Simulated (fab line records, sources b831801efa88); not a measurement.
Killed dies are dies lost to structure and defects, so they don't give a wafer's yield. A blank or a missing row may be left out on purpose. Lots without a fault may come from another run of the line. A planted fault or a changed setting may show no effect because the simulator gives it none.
Which tool did it? | flow gf180mcu | 12 lots, 34 wafers sampled, at 7 steps of a route of 602

WHAT THE GAUGES READ, wafer by wafer
GF_V3_THK_MEAS_03. Usual: V3_CVD_02_THK 849 nm, standard deviation 13.
lot  | measured     | on            | V3_CVD_02_THK (nm) | flag
L931 | day 21 03:38 | film_metro-02 | 837 839 855        |
L932 | day 21 12:12 | film_metro-01 | 824 846 847        |
L933 | day 22 09:42 | film_metro-04 | 838 859 838        |
L939 | day 24 05:51 | film_metro-04 | 841 857 874        |
L940 | day 24 12:49 | film_metro-04 | 884 866            |
L941 | day 25 03:44 | film_metro-01 | 837 855            |
L949 | day 27 08:46 | film_metro-01 | 838 844 853        |
L950 | day 27 17:17 | film_metro-01 | 843 834 844        |
L951 | day 27 22:31 | film_metro-02 | 849 833 842        |
L952 | day 28 08:14 | film_metro-01 | 840 846 845        |
L953 | day 28 16:13 | film_metro-04 | 841 846 840        |
L954 | day 28 17:09 | film_metro-04 | 834 858 845        |

GF_V3_RS_MEAS_24: measures by four-point-probe. Usual: V3_W_RS 0.330 ohm/sq, standard deviation 0.0036.
lot  | measured     | on            | V3_W_RS (ohm/sq)  | flag
L931 | day 22 03:58 | film_metro-02 | 0.330 0.331 0.334 |
L932 | day 22 15:14 | film_metro-04 | 0.333 0.336 0.331 |
L933 | day 23 10:03 | film_metro-04 | 0.330 0.331 0.330 |
L939 | day 25 04:49 | film_metro-04 | 0.328 0.231 0.331 | OFF
L940 | day 25 11:46 | film_metro-04 | 0.232 0.331       | OFF
L941 | day 26 02:58 | film_metro-02 | 0.230 0.332       | OFF
L949 | day 28 05:41 | film_metro-02 | 0.330 0.331 0.335 |
L950 | day 28 14:00 | film_metro-04 | 0.328 0.336 0.332 |
L951 | day 28 19:16 | film_metro-04 | 0.331 0.329 0.330 |
L952 | day 29 05:11 | film_metro-04 | 0.329 0.333 0.330 |
L953 | day 29 12:52 | film_metro-01 | 0.340 0.333 0.330 |
L954 | day 29 14:32 | film_metro-04 | 0.331 0.326 0.333 |

GF_V3_THK_MEAS_25: measures by xrf. Usual: V3_W_THK 343 nm, standard deviation 4.4.
lot  | measured     | on            | V3_W_THK (nm) | flag
L931 | day 22 04:04 | film_metro-02 | 348 345 344   |
L932 | day 22 15:20 | film_metro-04 | 335 332 337   |
L933 | day 23 10:09 | film_metro-04 | 342 342 345   |
L939 | day 25 04:55 | film_metro-04 | 344 484 339   | OFF
L940 | day 25 11:51 | film_metro-04 | 484 342       | OFF
L941 | day 26 03:04 | film_metro-02 | 500 344       | OFF
L949 | day 28 05:48 | film_metro-02 | 346 344 340   |
L950 | day 28 14:07 | film_metro-04 | 349 339 344   |
L951 | day 28 19:22 | film_metro-04 | 343 345 347   |
L952 | day 29 05:18 | film_metro-04 | 338 338 341   |
L953 | day 29 12:59 | film_metro-01 | 333 341 343   |
L954 | day 29 14:39 | film_metro-04 | 338 344 338   |

GF_M4_THK_MEAS_06: measures by xrf. Usual: M4_ALCU_THK 459 nm, standard deviation 5.9.
lot  | measured     | on            | M4_ALCU_THK (nm) | flag
L931 | day 22 04:46 | film_metro-04 | 461 455 460      |
L932 | day 22 16:02 | film_metro-04 | 453 455 454      |
L933 | day 23 10:51 | film_metro-01 | 469 467 471      |
L939 | day 25 05:37 | film_metro-03 | 456 457 447      |
L940 | day 25 12:34 | film_metro-03 | 462 457          |
L941 | day 26 03:47 | film_metro-04 | 461 460          |
L949 | day 28 06:30 | film_metro-04 | 461 452 450      |
L950 | day 28 14:49 | film_metro-01 | 470 471 469      |
L951 | day 28 20:04 | film_metro-04 | 459 455 462      |
L952 | day 29 06:07 | film_metro-04 | 463 458 466      |
L953 | day 29 13:41 | film_metro-03 | 457 450 442      |
L954 | day 29 15:21 | film_metro-01 | 458 459 460      |

WHICH TOOL RAN EACH LOT (tool, then ch and the chambers of the sampled wafers, then the start)
lot  | GF_V3_CVD_02                    | GF_V3_CVD_23                  | GF_V3_CMP_26
L931 | pecvd-01 ch 0,1, day 21 03:34   | cvd_w-01 ch 1, day 22 03:49   | cmp-01 ch 0,1, day 22 04:07
L932 | pecvd-01 ch 0,1,2, day 21 12:07 | cvd_w-02 ch 1, day 22 15:06   | cmp-01 ch 0,3, day 22 15:23
L933 | pecvd-02 ch 0,2, day 22 09:37   | cvd_w-01 ch 0,1, day 23 09:56 | cmp-02 ch 0,1,3, day 23 10:11
L939 | pecvd-02 ch 0,1,2, day 24 05:47 | cvd_w-01 ch 0,1, day 25 04:41 | cmp-02 ch 1,2,3, day 25 05:05
L940 | pecvd-03 ch 0,2, day 24 12:44   | cvd_w-01 ch 0,1, day 25 11:40 | cmp-02 ch 0,1, day 25 12:04
L941 | pecvd-01 ch 1,2, day 25 03:39   | cvd_w-01 ch 0, day 26 02:50   | cmp-01 ch 0,3, day 26 03:07
L949 | pecvd-02 ch 0,1, day 27 08:41   | cvd_w-02 ch 0,1, day 28 05:34 | cmp-02 ch 0,1,2, day 28 05:51
L950 | pecvd-02 ch 1,2, day 27 17:12   | cvd_w-02 ch 0,1, day 28 13:52 | cmp-01 ch 0,1,2, day 28 14:13
L951 | pecvd-02 ch 0,1,2, day 27 22:26 | cvd_w-02 ch 0,1, day 28 19:07 | cmp-02 ch 0,2,3, day 28 19:28
L952 | pecvd-02 ch 1,2, day 28 08:07   | cvd_w-02 ch 0,1, day 29 05:04 | cmp-02 ch 0,1,3, day 29 05:34
L953 | pecvd-02 ch 0,2, day 28 16:07   | cvd_w-02 ch 0,1, day 29 12:45 | cmp-01 ch 1,3, day 29 13:02
L954 | pecvd-01 ch 0,1,2, day 28 17:05 | cvd_w-01 ch 0,1, day 29 14:25 | cmp-01 ch 0,1,3, day 29 14:49
- GF_V3_CVD_02: deposits SiO2 from TEOS, target thk 850 nm, time 94.851 s.
- GF_V3_CVD_23: deposits W, target thk 350 nm, time 104.9 s.
- GF_V3_CMP_26: polishes, stops on SiO2, t overpolish 15 s, target thk 0 nm.

WHAT THE TOOLS THEMSELVES READ (means of the sampled wafers that have a number; where no wafer has one, the mark that the record gives instead)
GF_V3_CVD_02. Usual: heater_power_w 719 W, standard deviation 140.
lot  | tool     | heater_power_w (W) | flag
L931 | pecvd-01 | 751                |
L932 | pecvd-01 | 586                |
L933 | pecvd-02 | 727                |
L939 | pecvd-02 | 687                |
L940 | pecvd-03 | 650                |
L941 | pecvd-01 | 650                |
L949 | pecvd-02 | 758                |
L950 | pecvd-02 | 794                |
L951 | pecvd-02 | 743                |
L952 | pecvd-02 | 794                |
L953 | pecvd-02 | 666                |
L954 | pecvd-01 | 619                |

GF_V3_CVD_23. Usual: heater_power_w 837 W, standard deviation 59.
lot  | tool     | heater_power_w (W) | flag
L931 | cvd_w-01 | 820                |
L932 | cvd_w-02 | 867                |
L933 | cvd_w-01 | 814                |
L939 | cvd_w-01 | 797                |
L940 | cvd_w-01 | 803                |
L941 | cvd_w-01 | 769                |
L949 | cvd_w-02 | 915                |
L950 | cvd_w-02 | 920                |
L951 | cvd_w-02 | 916                |
L952 | cvd_w-02 | 900                |
L953 | cvd_w-02 | 889                |
L954 | cvd_w-01 | 797                |

GF_V3_CMP_26. Usual: motor_current_A 10.9 A, standard deviation 1.3; slurry_filter_dp_kPa 13.49 kPa, standard deviation 0.14; slurry_flow_ml_min 150.1, standard deviation 0.44; time_to_endpoint_s 83 s, standard deviation 3.5.
lot  | tool   | motor_current_A (A) | slurry_filter_dp_kPa (kPa) | slurry_flow_ml_min | time_to_endpoint_s (s) | flag
L931 | cmp-01 | 12.5                | 13.49                      | 150.2              | 81                     |
L932 | cmp-01 | 10.6                | 13.41                      | 149.7              | 84                     |
L933 | cmp-02 | 11.1                | 13.57                      | 150.0              | 80                     |
L939 | cmp-02 | 10.8                | 13.54                      | 150.2              | 91                     |
L940 | cmp-02 | 10.6                | 13.67                      | 149.9              | 102                    | OFF
L941 | cmp-01 | 10.2                | 13.39                      | 150.2              | 106                    | OFF
L949 | cmp-02 | 10.8                | 13.49                      | 149.5              | 81                     |
L950 | cmp-01 | 11.0                | 13.42                      | 149.9              | 83                     |
L951 | cmp-02 | 11.3                | 13.34                      | 150.2              | 83                     |
L952 | cmp-02 | 11.0                | 13.33                      | 150.2              | 83                     |
L953 | cmp-01 | 11.6                | 13.41                      | 149.8              | 89                     |
L954 | cmp-01 | 11.2                | 13.48                      | 150.3              | 83                     |

THE ANSWER, worked out from the rows above alone
Rule: a lot is off if the mean of its wafers that have a number lies more than 3 standard deviations from the usual mean. A lot without any number at a reading at which 4 lots or more have one is off too. The other lots that the step has rows for count as sound. The gauges are gone through in route order, then the tools' own readings, and for those a lot's mean is taken as printed above. The first step at which some lot is off is used, and at that step the reading that is off furthest; a lot without a number counts as furthest.
Off: L939, L940, L941, at GF_V3_RS_MEAS_24 (V3_W_RS).
A tool fits if, at a process step before that reading, it ran every lot that is off, and no sound lot after the first of them. The gauges at GF_V3_RS_MEAS_24 are tried like those tools. None of those tried fits.

WHAT THE SIMULATOR HAD PUT IN
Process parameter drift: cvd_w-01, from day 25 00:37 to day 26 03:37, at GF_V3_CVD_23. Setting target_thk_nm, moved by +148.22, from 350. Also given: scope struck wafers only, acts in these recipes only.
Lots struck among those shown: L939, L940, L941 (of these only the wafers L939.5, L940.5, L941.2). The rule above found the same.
